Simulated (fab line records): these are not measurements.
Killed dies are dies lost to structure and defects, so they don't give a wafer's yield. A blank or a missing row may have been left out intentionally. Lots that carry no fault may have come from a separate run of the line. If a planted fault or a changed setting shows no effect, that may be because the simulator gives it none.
fab line records -- flow sky130
record: lots: 12, wafers: 36, last_day: 50
route steps=708 shown VIA3@575 CAP2M@611 PAD_OPEN@708
lots that met no fault: from a run of the same line without faults
start_h: the number of hours between the record's first day and the start of the first shown wafer of the lot -- wait_h: hours from the lot's prior step to this one -- " same as the row above -- L1.1+2: one row covering several wafers at once -- - no value, or no start given -- * or withheld: withheld -- < > ~ a bound
route shown NAME@n: a module of which the file shows steps, and the number in the route of the first -- usual: mean/standard deviation of fault-free wafers -- same: alike in all rows -- chamber/n: place in a boat -- sites: readings site by site -- _std_site: their standard deviation -- _edge_site: mean of outer sites minus mean of inner sites -- radius_mm: for every site, how far away it sits from the centre of the wafer -- mask NAME#n: copy n -- behind: the last tool/chamber to shape the wafer -- hold: cause of the lot's hold/its duration in hours/its outcome -- device: whichever transistor did not switch (one of n, p or np) -- end of line: tests of these same wafers at the route's end -- a step given without rows: its recipe and nothing more -- killed: not the wafer's yield, but the dies lost to structure and defects at the first sort -- map: the dies of a wafer, with x for killed, . for not killed, _ for no die there
set.NAME: the run value of the setting; set.NAME@STEP: its run value at that earlier step -- model.NAME: the simulator's own value behind a step, which no gauge read
one table for each step of the route and one row for each wafer, over a sample of lots
services: when a tool's chamber went out of use (start_h, in hours from the record's first day, below 0 if earlier), for how many hours, and the reason
== steps ==
step: SKY_VIA3_CMP_02
recipe: material: SiO2, down_force_psi: 4, platen_rpm: 60, pad_velocity_m_s: 0.94248
usual: motor_current_A: 11.7/1.2
lot.wafer,tool,chamber,start_h,wait_h,motor_current_A
L773.4,cmp-01,3,913.13,0.2,13.5
L773.5,cmp-01,0,913.13,0.2,10.9
L773.6,cmp-01,1,913.13,0.2,12.4
L775.1,cmp-02,0,930.23,0.1,10.4
L775.3,cmp-02,1,930.23,0.1,11.7
L775.4,cmp-02,3,930.23,0.1,13.2
L774.4,cmp-01,0,930.64,0.0,10.7
L774.1,cmp-01,3,930.64,0.0,12.7
L774.6,cmp-01,0,930.64,0.0,11.1
L777.1,cmp-01,1,945.87,0.1,11.9
L777.2,cmp-01,3,945.87,0.1,12.7
L777.3,cmp-01,0,945.87,0.1,10.5
L778.4,cmp-02,1,951.49,0.0,12.1
L778.1,cmp-02,0,951.49,0.0,10.3
L778.6,cmp-02,2,951.49,0.0,13.3
L781.1,cmp-01,0,981.14,0.1,10.5
L781.4,cmp-01,3,981.14,0.1,12.9
L781.6,cmp-01,0,981.14,0.1,11.1
L785.3,cmp-02,0,1003.79,0.1,10.9
L785.5,cmp-02,3,1003.79,0.1,12.7
L785.6,cmp-02,0,1003.79,0.1,11.0
L787.4,cmp-01,0,1011.04,0.4,10.3
L787.6,cmp-01,1,1011.04,0.4,12.1
L787.5,cmp-01,2,1011.04,0.4,10.7
L788.3,cmp-01,3,1024.45,0.0,13.1
L788.4,cmp-01,0,1024.45,0.0,10.5
L788.5,cmp-01,3,1024.45,0.0,13.8
L789.4,cmp-01,2,1025.46,0.0,9.8
L789.1,cmp-01,3,1025.46,0.0,12.4
L789.2,cmp-01,1,1025.46,0.0,12.4
L792.2,cmp-01,2,1047.63,0.0,10.4
L792.1,cmp-01,1,1047.63,0.0,12.9
L792.5,cmp-01,3,1047.63,0.0,12.8
L795.2,cmp-01,3,1076.81,0.0,13.3
L795.4,cmp-01,0,1076.81,0.0,10.7
L795.1,cmp-01,1,1076.81,0.0,12.0
step: SKY_VIA3_ETCH_14
recipe: chemistry: N2/H2, target: BARC, ion_energy_ev: 200, source_w: 500, bias_w: 100, pressure_mtorr: 30, n2_flow_sccm: 100, h2_flow_sccm: 200, stop_on: SiO2, time_s: 45.9, target_depth_a: 600
usual: drypump_motor_current_A: 5.6/0.44, oes_product_au: 0.854/0.005, throttle_valve_pct: 13.225/0.009
same: time_s: 45.9
lot.wafer,tool,chamber,start_h,wait_h,drypump_motor_current_A,oes_product_au,rf_hours_counter_h,throttle_valve_pct
L773.4,rie_diel-04,2,938.82,0.0,5.8,0.863,-,13.216
L773.5,rie_diel-04,0,938.82,0.0,5.9,0.857,-,13.237
L773.6,rie_diel-04,1,938.82,0.0,4.8,0.860,-,13.228
L775.1,rie_diel-04,1,955.91,0.0,4.8,0.850,18,13.211
L775.3,rie_diel-04,2,955.91,0.0,5.8,0.857,8,13.233
L775.4,rie_diel-04,1,955.91,0.0,4.8,0.856,-,13.231
L774.1,rie_diel-02,3,956.45,0.0,5.6,0.844,13,13.211
L774.4,rie_diel-02,2,956.45,0.0,5.3,0.847,24,13.222
L774.6,rie_diel-02,1,956.45,0.0,6.1,0.856,-,13.228
L777.1,rie_diel-02,2,971.50,0.0,5.3,0.854,25,13.222
L777.2,rie_diel-02,3,971.50,0.0,5.5,0.855,14,13.217
L777.3,rie_diel-02,0,971.50,0.0,5.1,0.851,7,13.235
L778.1,rie_diel-01,2,976.30,0.0,5.8,0.857,26,13.221
L778.4,rie_diel-01,0,976.30,0.0,5.8,0.855,12,13.226
L778.6,rie_diel-01,2,976.30,0.0,5.8,0.856,-,13.215
L781.1,rie_diel-02,1,1006.19,0.0,6.0,0.850,10,13.219
L781.4,rie_diel-02,3,1006.19,0.0,5.6,0.852,15,13.209
L781.6,rie_diel-02,1,1006.19,0.0,6.0,0.854,-,13.221
L785.3,rie_diel-04,2,1027.89,0.0,5.8,0.855,10,13.227
L785.5,rie_diel-04,0,1027.89,0.0,5.9,0.857,-,13.216
L785.6,rie_diel-04,3,1027.89,0.0,6.2,0.860,-,13.234
L787.4,rie_diel-02,0,1034.49,0.0,5.1,0.854,10,13.233
L787.5,rie_diel-02,0,1034.49,0.0,5.1,0.850,-,13.213
L787.6,rie_diel-02,1,1034.49,0.0,6.0,0.854,-,13.216
L788.3,rie_diel-01,1,1046.76,0.0,5.1,0.844,8,13.247
L788.4,rie_diel-01,0,1046.76,0.0,5.9,0.860,14,13.223
L788.5,rie_diel-01,0,1046.76,0.0,5.9,0.856,-,13.225
L789.1,rie_diel-02,0,1048.56,0.0,5.1,0.843,10,13.239
L789.2,rie_diel-02,2,1048.56,0.0,5.3,0.858,28,13.222
L789.4,rie_diel-02,1,1048.56,0.0,6.0,0.848,12,13.232
L792.1,rie_diel-02,1,1069.54,0.0,6.0,0.858,12,13.235
L792.2,rie_diel-02,3,1069.54,0.0,5.6,0.855,17,13.218
L792.5,rie_diel-02,0,1069.54,0.0,5.1,0.854,-,13.235
L795.1,rie_diel-01,3,1097.74,0.0,5.9,0.852,23,13.234
L795.2,rie_diel-01,0,1097.74,0.0,5.8,0.849,15,13.223
L795.4,rie_diel-01,0,1097.74,0.0,5.8,0.853,-,13.237
step: SKY_VIA3_SPUTTER_20
recipe: material: TiN, target_thk_nm: 20, chamber_pressure_pa: 5, power_w: 4000, time_s: 80
usual: throttle_valve_pct: 29.9/0.88
same: time_s: 80
lot.wafer,tool,chamber,start_h,wait_h,throttle_valve_pct
L773.4,pvd_sputter-02,-,939.50,0.0,30.1
L773.5,pvd_sputter-02,-,939.50,0.0,31.6
L773.6,pvd_sputter-02,-,939.50,0.0,28.3
L775.1,pvd_sputter-03,-,956.61,0.0,30.6
L775.3,pvd_sputter-03,-,956.61,0.0,28.8
L775.4,pvd_sputter-03,-,956.61,0.0,31.0
L774.1,pvd_sputter-02,-,957.14,0.0,31.6
L774.4,pvd_sputter-02,-,957.14,0.0,30.2
L774.6,pvd_sputter-02,-,957.14,0.0,30.3
L777.1,pvd_sputter-02,-,972.19,0.0,28.3
L777.2,pvd_sputter-02,-,972.19,0.0,31.5
L777.3,pvd_sputter-02,-,972.19,0.0,30.2
L778.1,pvd_sputter-04,-,976.99,0.0,29.7
L778.4,pvd_sputter-04,-,976.99,0.0,30.5
L778.6,pvd_sputter-04,-,976.99,0.0,29.4
L781.1,pvd_sputter-04,-,1006.89,0.0,29.4
L781.4,pvd_sputter-04,-,1006.89,0.0,30.1
L781.6,pvd_sputter-04,-,1006.89,0.0,30.2
L785.3,pvd_sputter-04,-,1028.62,0.0,30.4
L785.5,pvd_sputter-04,-,1028.62,0.0,28.8
L785.6,pvd_sputter-04,-,1028.62,0.0,29.6
L787.4,pvd_sputter-02,-,1035.22,0.0,31.6
L787.5,pvd_sputter-02,-,1035.22,0.0,31.7
L787.6,pvd_sputter-02,-,1035.22,0.0,30.0
L788.3,pvd_sputter-04,-,1047.46,0.0,28.7
L788.4,pvd_sputter-04,-,1047.46,0.0,29.3
L788.5,pvd_sputter-04,-,1047.46,0.0,30.4
L789.1,pvd_sputter-03,-,1049.35,0.0,31.1
L789.2,pvd_sputter-03,-,1049.35,0.0,30.2
L789.4,pvd_sputter-03,-,1049.35,0.0,31.3
L792.1,pvd_sputter-04,-,1070.24,0.0,30.1
L792.2,pvd_sputter-04,-,1070.24,0.0,29.6
L792.5,pvd_sputter-04,-,1070.24,0.0,30.0
L795.1,pvd_sputter-03,-,1098.86,0.0,30.0
L795.2,pvd_sputter-03,-,1098.86,0.0,28.6
L795.4,pvd_sputter-03,-,1098.86,0.0,31.0
step: SKY_CAP2M_SOFTBAKE_08
recipe: temp_c: 90, time_s: 60, resist: NOVOLAK
usual: heater_power_total_W: 56.60/0.052, plate_temp_C: 90.00/0.12
same: time_s: 60
lot.wafer,tool,chamber,start_h,wait_h,heater_power_total_W,plate_temp_C
L773.4,litho_track-02,0,953.58,0.1,56.64,89.97
L773.5,litho_track-02,0,953.58,0.1,56.64,89.99
L773.6,litho_track-02,0,953.58,0.1,56.58,89.97
L775.1,litho_track-01,0,969.63,0.1,56.66,90.05
L775.3,litho_track-01,0,969.63,0.1,56.68,90.11
L775.4,litho_track-01,0,969.63,0.1,56.62,89.98
L774.1,litho_track-01,0,970.58,0.1,54.82,87.93
L774.4,litho_track-01,0,970.58,0.1,54.73,87.94
L774.6,litho_track-01,0,970.58,0.1,54.85,87.93
L777.1,litho_track-01,0,985.13,0.1,54.74,87.74
L777.2,litho_track-01,0,985.13,0.1,54.82,87.78
L777.3,litho_track-01,0,985.13,0.1,54.70,87.61
L778.1,litho_track-01,0,989.48,0.1,54.78,87.87
L778.4,litho_track-01,0,989.48,0.1,54.64,87.95
L778.6,litho_track-01,0,989.48,0.1,54.80,87.96
L781.1,litho_track-03,0,1018.73,0.1,56.61,89.96
L781.4,litho_track-03,0,1018.73,0.1,56.62,89.93
L781.6,litho_track-03,0,1018.73,0.1,56.63,89.96
L785.3,litho_track-03,0,1040.58,0.1,56.63,89.84
L785.5,litho_track-03,0,1040.58,0.1,56.49,90.03
L785.6,litho_track-03,0,1040.58,0.1,56.61,90.17
L787.4,litho_track-01,0,1047.31,0.1,56.71,90.05
L787.5,litho_track-01,0,1047.31,0.1,56.60,89.91
L787.6,litho_track-01,0,1047.31,0.1,56.55,89.83
L788.3,litho_track-03,0,1058.98,0.1,56.69,90.06
L788.4,litho_track-03,0,1058.98,0.1,56.53,89.90
L788.5,litho_track-03,0,1058.98,0.1,56.62,89.99
L789.1,litho_track-02,0,1060.46,0.1,56.61,90.07
L789.2,litho_track-02,0,1060.46,0.1,56.56,89.99
L789.4,litho_track-02,0,1060.46,0.1,56.56,90.04
L792.1,litho_track-03,0,1081.88,0.1,56.63,90.12
L792.2,litho_track-03,0,1081.88,0.1,56.53,90.18
L792.5,litho_track-03,0,1081.88,0.1,56.61,90.14
L795.1,litho_track-03,0,1109.33,0.1,56.54,89.92
L795.2,litho_track-03,0,1109.33,0.1,56.61,89.77
L795.4,litho_track-03,0,1109.33,0.1,56.64,89.73
step: SKY_PAD_OPEN_PROBE_99
usual: defect_limited_yield: 82.8/2, killed_at_M0_to_M3: 43/6.4, killed_at_M4_up: 3.1/2, killed_at_contacts: 24/5.2, killed_at_front_end: 15/4.3, killed_at_other: 0.2/0.48, killed_dies: 85/9.7, killed_open: 47/6.9, killed_short: 38/6.7, sort_bin_3_pad_short: 0.9/0.48, sort_bin_5_function: 10.3/1.6, sort_bin_6_memory: 6.1/0.97, sort_n_pass: 407/9.7, sort_yield_pct: 82.8/2
same: gross_dies: 492, killed_at_back_side: 0, sort_bin_4_leakage[%]: 0, sort_bin_8_speed[%]: 0
lot.wafer,tool,chamber,start_h,wait_h,defect_limited_yield[%],killed_at_M0_to_M3,killed_at_M4_up,killed_at_contacts,killed_at_front_end,killed_at_other,killed_dies,killed_open,killed_short,sort_bin_3_pad_short[%],sort_bin_5_function[%],sort_bin_6_memory[%],sort_n_pass,sort_yield_pct[%]
L792.1,prober-02,-,1192.05,0.1,86.4,35,6,13,13,0,67,40,27,0.6,8.1,4.9,425,86.4
L792.2,prober-02,-,1192.10,0.1,82.3,54,1,23,9,0,87,55,32,1.0,9.6,7.1,405,82.3
L792.5,prober-02,-,1192.25,0.2,85.4,35,2,20,15,0,72,39,33,0.8,9.1,4.7,420,85.4
killed by level:class
L792.1 VIA1:geometric_particle:open=10 FIELD_ISO:geometric_particle:open=5 LI_CONTACT:geometric_particle:open=5 CONTACT:geometric_particle:open=4 VIA1:geometric_particle:short=4 METAL2:geometric_particle:short=4 VIA3:geometric_particle:open=4 METAL3:geometric_particle:short=3
L792.2 VIA1:geometric_particle:open=10 VIA2:geometric_particle:open=10 VIA3:geometric_particle:open=8 METAL1:geometric_particle:short=6 METAL2:geometric_particle:short=6 LI_CONTACT:geometric_particle:open=5 CONTACT:geometric_particle:open=5 CONTACT:geometric_particle:short=5
L792.5 CONTACT:geometric_particle:open=9 FIELD_ISO:geometric_particle:open=6 VIA3:geometric_particle:open=5 POLY_GATE:geometric_particle:open=5 VIA2:geometric_particle:open=5 VIA2:geometric_particle:short=5 LOCAL_INTERCONNECT:geometric_particle:short=4 METAL1:geometric_particle:short=4
== services ==
tool,chamber,start_h,hours,kind
cmp-01,-,901.02,0.4,repair
rie_diel-04,3,901.89,3.1,repair
pvd_sputter-04,-,905.25,12.4,repair
cmp-01,-,911.82,1.1,repair
cmp-02,-,912.41,4.0,pm
cmp-01,-,916.41,6.4,pm
rie_diel-04,3,934.55,16.0,repair
pvd_sputter-02,-,937.49,1.6,repair
rie_diel-04,0,947.99,9.5,repair
rie_diel-01,3,961.16,3.8,repair
rie_diel-02,3,971.84,2.5,repair
cmp-01,-,981.64,1.1,repair
rie_diel-04,3,989.03,6.4,repair
rie_diel-02,-,995.02,1.0,repair
pvd_sputter-03,-,997.27,1.2,repair
cmp-02,-,1006.37,0.3,repair
cmp-02,-,1010.78,0.5,repair
rie_diel-01,-,1014.01,15.6,pm
rie_diel-04,-,1024.61,2.8,pm
rie_diel-02,3,1036.68,1.8,repair
pvd_sputter-02,-,1043.53,17.0,repair
pvd_sputter-04,-,1072.02,5.4,repair
pvd_sputter-02,-,1080.21,1.8,repair
cmp-01,-,1084.39,4.0,pm
== key ==
first_sign: step: SKY_CAP2M_SOFTBAKE_08, reading: heater_power_total_W, direction: down, sigmas: 35, usual: *, struck: *
effect: step: SKY_CAP2M_SOFTBAKE_08, reading: plate_temp_C, direction: down, sigmas: 18, usual: *, struck: *
met_at SKY_CAP2M_SOFTBAKE_08
struck_lots L774,L777,L778
not_acting_at SKY_VIA3_CMP_02,SKY_VIA3_ETCH_14,SKY_VIA3_SPUTTER_20
onset_between 969.63 970.58
fault: kind: process_parameter_drift, tool: litho_track-01, chamber: -, onset_h: 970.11, steps: SKY_CAP2M_SOFTBAKE_08, channel: temp_c, offset: *, shape: step, end_h: 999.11, acts_in: *, stated: *
